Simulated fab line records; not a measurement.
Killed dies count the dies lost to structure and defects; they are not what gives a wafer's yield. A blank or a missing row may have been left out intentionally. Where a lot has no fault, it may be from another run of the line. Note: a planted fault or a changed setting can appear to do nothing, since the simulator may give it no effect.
fab line records + flow sky130
record
- lots=7
- wafers=21
- last_day=50
route steps=708 shown CAPM@548 METAL3@555
lots that met no fault: taken from a fault-free run of the same line
start_h: start of the lot's first displayed wafer, in hours after the record's first day + wait_h: hours from the lot's prior step to this one + " same as the row above + L1.1+2: several wafers, shown together as one row + - either no value or no given start + * or withheld: withheld + < > ~ a bound
route shown NAME@n: a module of which the file shows steps, and the number in the route of the first + usual: mean and standard deviation over wafers with no fault + same: alike in all rows + chamber/n: place in a boat + sites: per-site readings + _std_site: standard deviation across them + _edge_site: the outer-site mean with the inner-site mean subtracted + radius_mm: how far each site lies from the wafer's centre + mask NAME#n: copy n + behind: tool/chamber where the wafer was last shaped + hold: the reason the lot was held/the length of the hold in hours/how it ended + device: which transistor (n, p or np) failed to switch + end of line: tests of these same wafers at the route's end + step lacking rows: just its recipe + killed: at the first sort, the dies lost to defects and structure; wafer yield is something else + map: per-die view of a wafer (x killed, . not killed, _ where there is no die)
set.NAME: the setting that was run; set.NAME@STEP: the one run at that earlier step + model.NAME: the simulator's own value behind a step, which no gauge read
lots seen at some steps along the route; tables by step, rows by wafer
services: from which hour (start_h, from the record's first day; less than 0 if before it) a tool's chamber was out of use, for how many hours, and why
## steps
# step SKY_CAPM_DEVELOP_11
# recipe
- resist=NOVOLAK
- developer=TMAH
- develop_time_s=60
- dev_temp_c=23
# step SKY_CAPM_OVL_MEAS_12
# usual
- CAPM_OVL=1.1/1.3
| lot.wafer | tool       | chamber | start_h | wait_h | CAPM_OVL[nm] |
|-----------|------------|---------|---------|--------|--------------|
| L300.1    | overlay-01 | -       | 892.28  | 0.1    | 0.6          |
| L300.5    | "          | -       | "       | "      | 2.3          |
| L300.6    | "          | -       | "       | "      | 1.2          |
| L310.2    | overlay-02 | -       | 972.85  | 0.1    | 2.6          |
| L310.3    | "          | -       | "       | "      | 0.8          |
| L310.5    | "          | -       | "       | "      | 0.3          |
| L311.2    | overlay-01 | -       | 974.04  | 0.1    | 1.2          |
| L311.4    | "          | -       | "       | "      | 1.9          |
| L311.6    | "          | -       | "       | "      | 0.6          |
| L312.2    | overlay-01 | -       | 981.38  | 0.1    | 1.5          |
| L312.4    | "          | -       | "       | "      | 1.6          |
| L312.5    | "          | -       | "       | "      | 1.2          |
| L316.1    | overlay-02 | -       | 1007.83 | 0.1    | 0.4          |
| L316.3    | "          | -       | "       | "      | 1.3          |
| L316.5    | "          | -       | "       | "      | -0.9         |
| L319.1    | overlay-01 | -       | 1021.13 | 0.1    | -0.7         |
| L319.4    | "          | -       | "       | "      | -0.2         |
| L319.6    | "          | -       | "       | "      | -0.9         |
| L320.2    | overlay-01 | -       | 1034.40 | 0.1    | 4.3          |
| L320.4    | "          | -       | "       | "      | 1.7          |
| L320.6    | "          | -       | "       | "      | 3.4          |
# step SKY_CAPM_METAL_ETCH_13
# recipe
- target_depth_nm=220
- stop_on=SiO2
- chemistry=Cl2/BCl3
- target=TiN
- pressure_mtorr=10
- icp_w=869.1
- bias_w=48.5
- Cl2_flow_sccm=60
- bcl3_flow_sccm=30
- time_s=62.9
# usual
- drypump_motor_current_A=5.7/0.56
- oes_product_au=0.925/0.0066
- throttle_valve_pct=21.912/0.011
| lot.wafer | tool         | chamber | start_h | wait_h | drypump_motor_current_A | oes_product_au | rf_hours_counter_h | throttle_valve_pct |
|-----------|--------------|---------|---------|--------|-------------------------|----------------|--------------------|--------------------|
| L300.1    | rie_metal-04 | 0       | 892.32  | 0.0    | 5.1                     | 0.924          | 7                  | 21.920             |
| L300.5    | "            | 0       | "       | "      | 5.1                     | 0.930          | -                  | 21.912             |
| L300.6    | "            | 1       | "       | "      | 5.2                     | 0.921          | -                  | 21.915             |
| L310.2    | rie_metal-03 | 1       | 972.88  | 0.0    | 6.1                     | 0.919          | 12                 | 21.905             |
| L310.3    | "            | 1       | "       | "      | 6.1                     | 0.933          | -                  | 21.888             |
| L310.5    | "            | 0       | "       | "      | 5.6                     | 0.919          | -                  | 21.903             |
| L311.2    | rie_metal-04 | 1       | 974.07  | 0.0    | 5.2                     | 0.924          | 21                 | 21.907             |
| L311.4    | "            | 1       | "       | "      | 5.2                     | 0.924          | -                  | 21.926             |
| L311.6    | "            | 1       | "       | "      | 5.2                     | 0.911          | -                  | 21.915             |
| L312.2    | rie_metal-03 | 1       | 981.41  | 0.0    | 6.1                     | 0.919          | 13                 | 21.915             |
| L312.4    | "            | 1       | "       | "      | 6.2                     | 0.931          | -                  | 21.918             |
| L312.5    | "            | 1       | "       | "      | 6.2                     | 0.928          | -                  | 21.907             |
| L316.1    | rie_metal-04 | 0       | 1007.87 | 0.0    | 5.0                     | 0.928          | 14                 | 21.924             |
| L316.3    | "            | 1       | "       | "      | 5.2                     | 0.925          | -                  | 21.910             |
| L316.5    | "            | 1       | "       | "      | 5.1                     | 0.929          | -                  | 21.899             |
| L319.1    | rie_metal-03 | 0       | 1021.17 | 0.0    | 5.6                     | 0.931          | 9                  | 21.897             |
| L319.4    | "            | 1       | "       | "      | 6.2                     | 0.918          | -                  | 21.913             |
| L319.6    | "            | 1       | "       | "      | 6.2                     | 0.923          | -                  | 21.923             |
| L320.2    | rie_metal-02 | 1       | 1034.43 | 0.0    | 5.7                     | 0.926          | 3                  | 21.915             |
| L320.4    | "            | 1       | "       | "      | 5.8                     | 0.909          | -                  | 21.920             |
| L320.6    | "            | 0       | "       | "      | 6.6                     | 0.924          | -                  | 21.915             |
# step SKY_CAPM_STRIP_14
# recipe
- chemistry=O2/N2
- power_w=1400
- pressure_mtorr=1500
- platen_temp_c=withheld
- o2_flow_sccm=3000
- n2_flow_sccm=300
- overash_fraction=0.5
# usual
- drypump_motor_current_A=5.7/0.35
- oes_product_au=0.711/0.0042
- strip_time_to_endpoint_s=12.71/0.058
| lot.wafer | tool            | chamber | start_h | wait_h | drypump_motor_current_A | oes_product_au | rf_hours_counter_h | strip_time_to_endpoint_s |
|-----------|-----------------|---------|---------|--------|-------------------------|----------------|--------------------|--------------------------|
| L300.1    | plasma_asher-03 | 1       | 892.39  | 0.1    | 6.0                     | 0.708          | 111                | 12.75                    |
| L300.5    | "               | 1       | "       | "      | 6.0                     | 0.708          | -                  | 12.75                    |
| L300.6    | "               | 0       | "       | "      | 5.1                     | 0.710          | -                  | 12.67                    |
| L310.2    | plasma_asher-04 | 1       | 972.96  | 0.1    | 5.7                     | 0.709          | 81                 | 12.71                    |
| L310.3    | "               | 0       | "       | "      | 6.0                     | 0.709          | -                  | 12.71                    |
| L310.5    | "               | 1       | "       | "      | 5.7                     | 0.711          | -                  | 12.76                    |
| L311.2    | plasma_asher-04 | 0       | 974.15  | 0.1    | 6.0                     | 0.709          | 81                 | 12.69                    |
| L311.4    | "               | 0       | "       | "      | 6.0                     | 0.707          | -                  | 12.73                    |
| L311.6    | "               | 0       | "       | "      | 6.0                     | 0.708          | -                  | 12.69                    |
| L312.2    | plasma_asher-03 | 1       | 981.49  | 0.1    | 6.0                     | 0.712          | 122                | 12.75                    |
| L312.4    | "               | 1       | "       | "      | 6.0                     | 0.710          | -                  | 12.75                    |
| L312.5    | "               | 1       | "       | "      | 6.0                     | 0.712          | -                  | 12.73                    |
| L316.1    | plasma_asher-03 | 0       | 1007.95 | 0.1    | 5.0                     | 0.721          | 125                | 12.83                    |
| L316.3    | "               | 1       | "       | "      | 6.0                     | 0.711          | -                  | 12.74                    |
| L316.5    | "               | 0       | "       | "      | 5.1                     | 0.709          | -                  | 12.76                    |
| L319.1    | plasma_asher-03 | 0       | 1021.25 | 0.1    | 5.1                     | 0.714          | 127                | 12.76                    |
| L319.4    | "               | 1       | "       | "      | 6.0                     | 0.711          | -                  | 12.74                    |
| L319.6    | "               | 1       | "       | "      | 6.0                     | 0.711          | -                  | 12.73                    |
| L320.2    | plasma_asher-04 | 0       | 1034.51 | 0.1    | 6.0                     | 0.719          | 88                 | 12.64                    |
| L320.4    | "               | 1       | "       | "      | 5.7                     | 0.714          | -                  | 12.65                    |
| L320.6    | "               | 0       | "       | "      | 6.0                     | 0.712          | -                  | 12.62                    |
# step SKY_CAPM_STRIP_15
# recipe
- chemistry=post_etch_residue_remover
- time_s=1200
- temp_c=72.5
# step SKY_CAPM_CLEAN_16
# recipe
- chemistry=IPA
- time_s=180
- temp_c=25
# step SKY_CAPM_CLEAN_17
# recipe
- chemistry=O3/DIW
- dry=n2_spin
# step SKY_METAL3_DEHYDRATE_05
# recipe
- temp_c=200
- time_s=60
# step SKY_METAL3_HMDS_06
# recipe
- prime_time_s=60
- prime_temp_c=120
# step SKY_METAL3_COAT_07
# recipe
- resist=BARC
- temp_c=withheld
- time_s=withheld
- spin_rpm=3000
- resist_thk_nm=60
# step SKY_METAL3_COAT_08
# recipe
- resist=KrF-thick
- spin_rpm=3000
- resist_thk_nm=1140
# step SKY_METAL3_SOFTBAKE_09
# recipe
- temp_c=100
- time_s=90
- resist=KrF-thick
# step SKY_METAL3_EXPOSE_10
# recipe
- mask_id=MM3
- na=0.68
- source_shape=annular
- sigma_inner=0.4
- sigma_outer=0.8
- target_cd_nm=300
- dose_mj=28
# usual
- exposure_dose_mJ_cm2=28.05/0.069
- focus_offset_nm=0.1/0.5
| lot.wafer | tool           | chamber | start_h | wait_h | mask  | exposure_dose_mJ_cm2 | focus_offset_nm |
|-----------|----------------|---------|---------|--------|-------|----------------------|-----------------|
| L300.1    | krf_scanner-01 | 0       | 906.03  | -      | MM3#0 | 27.99                | -1.0            |
| L300.5    | "              | 0       | "       | "      | MM3#0 | 28.05                | -0.5            |
| L300.6    | "              | 0       | "       | "      | MM3#0 | 28.00                | 0.1             |
| L310.2    | krf_scanner-01 | -       | 986.28  | -      | MM3#0 | -                    | -               |
| L310.3    | "              | -       | "       | "      | MM3#0 | -                    | -               |
| L310.5    | "              | -       | "       | "      | MM3#0 | -                    | -               |
| L311.2    | krf_scanner-01 | -       | 987.20  | -      | MM3#0 | -                    | -               |
| L311.4    | "              | -       | "       | "      | MM3#0 | -                    | -               |
| L311.6    | "              | -       | "       | "      | MM3#0 | -                    | -               |
| L312.2    | krf_scanner-02 | -       | 993.82  | -      | MM3#0 | -                    | -               |
| L312.4    | "              | -       | "       | "      | MM3#0 | -                    | -               |
| L312.5    | "              | -       | "       | "      | MM3#0 | -                    | -               |
| L316.1    | krf_scanner-02 | 0       | 1020.35 | -      | MM3#0 | 28.13                | 0.4             |
| L316.3    | "              | 0       | "       | "      | MM3#0 | 28.15                | 0.9             |
| L316.5    | "              | 0       | "       | "      | MM3#0 | 28.13                | 0.1             |
| L319.1    | krf_scanner-01 | 0       | 1033.55 | -      | MM3#0 | 27.97                | 0.1             |
| L319.4    | "              | 0       | "       | "      | MM3#0 | 27.96                | -0.5            |
| L319.6    | "              | 0       | "       | "      | MM3#0 | 27.94                | 0.2             |
| L320.2    | krf_scanner-02 | 0       | 1045.95 | -      | MM3#0 | 28.10                | -0.8            |
| L320.4    | "              | 0       | "       | "      | MM3#0 | 28.14                | -0.4            |
| L320.6    | "              | 0       | "       | "      | MM3#0 | 28.11                | -1.0            |
# step SKY_METAL3_PEB_11
# recipe
- peb_temp_c=withheld
- peb_time_s=withheld
- resist=KrF-thick
## services
| tool            | chamber | start_h | hours | kind           |
|-----------------|---------|---------|-------|----------------|
| krf_scanner-01  | -       | 899.96  | 1.3   | pm             |
| krf_scanner-02  | -       | 901.28  | 1.3   | pm             |
| rie_metal-02    | 1       | 932.55  | -     | clean          |
| rie_metal-02    | 1       | 932.55  | 27.1  | scheduled_down |
| rie_metal-02    | 1       | 932.55  | 27.1  | vent_cycle     |
| krf_scanner-02  | -       | 933.45  | 1.0   | pm             |
| krf_scanner-01  | -       | 959.55  | 0.5   | repair         |
| krf_scanner-01  | 0       | 959.55  | -     | calibration    |
| rie_metal-04    | 1       | 974.73  | -     | clean          |
| rie_metal-04    | 1       | 974.73  | 15.9  | scheduled_down |
| rie_metal-04    | 1       | 974.73  | 15.9  | vent_cycle     |
| krf_scanner-01  | -       | 975.86  | 1.0   | pm             |
| rie_metal-02    | -       | 977.29  | 10.0  | pm             |
| krf_scanner-02  | 0       | 979.49  | -     | calibration    |
| krf_scanner-02  | -       | 985.43  | 0.8   | pm             |
| krf_scanner-01  | -       | 1007.91 | 0.8   | pm             |
| krf_scanner-02  | -       | 1012.30 | 2.7   | repair         |
| plasma_asher-04 | -       | 1036.06 | 6.7   | pm             |
## key
first_sign
- step=SKY_METAL3_EXPOSE_10
- reading=tool_record
- direction=missing
effect none on later readings
met_at SKY_METAL3_EXPOSE_10
struck_wafers L310.2,L310.3,L310.5,L311.2,L311.4,L311.6,L312.2,L312.4,L312.5
later_rows_left_out L310.2,L310.3,L310.5,L311.2,L311.4,L311.6,L312.2,L312.4,L312.5
sort_left_out L310.2,L310.3,L310.5,L311.2,L311.4,L311.6,L312.2,L312.4,L312.5
onset_between 906.03 986.28
fault
- kind=skipped_step_whole
- tool=krf_scanner-01,krf_scanner-02
- chamber=-
- onset_h=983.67
- steps=SKY_METAL3_EXPOSE_10
- scope=struck_lots_only
# sort_left_out: the simulated sort isn't trusted on such a fault, so these wafers' sort isn't shown, and their yield isn't known
# later_rows_left_out: the simulator's readings of these wafers behind a module that went badly wrong aren't trusted and aren't shown, but for the sort
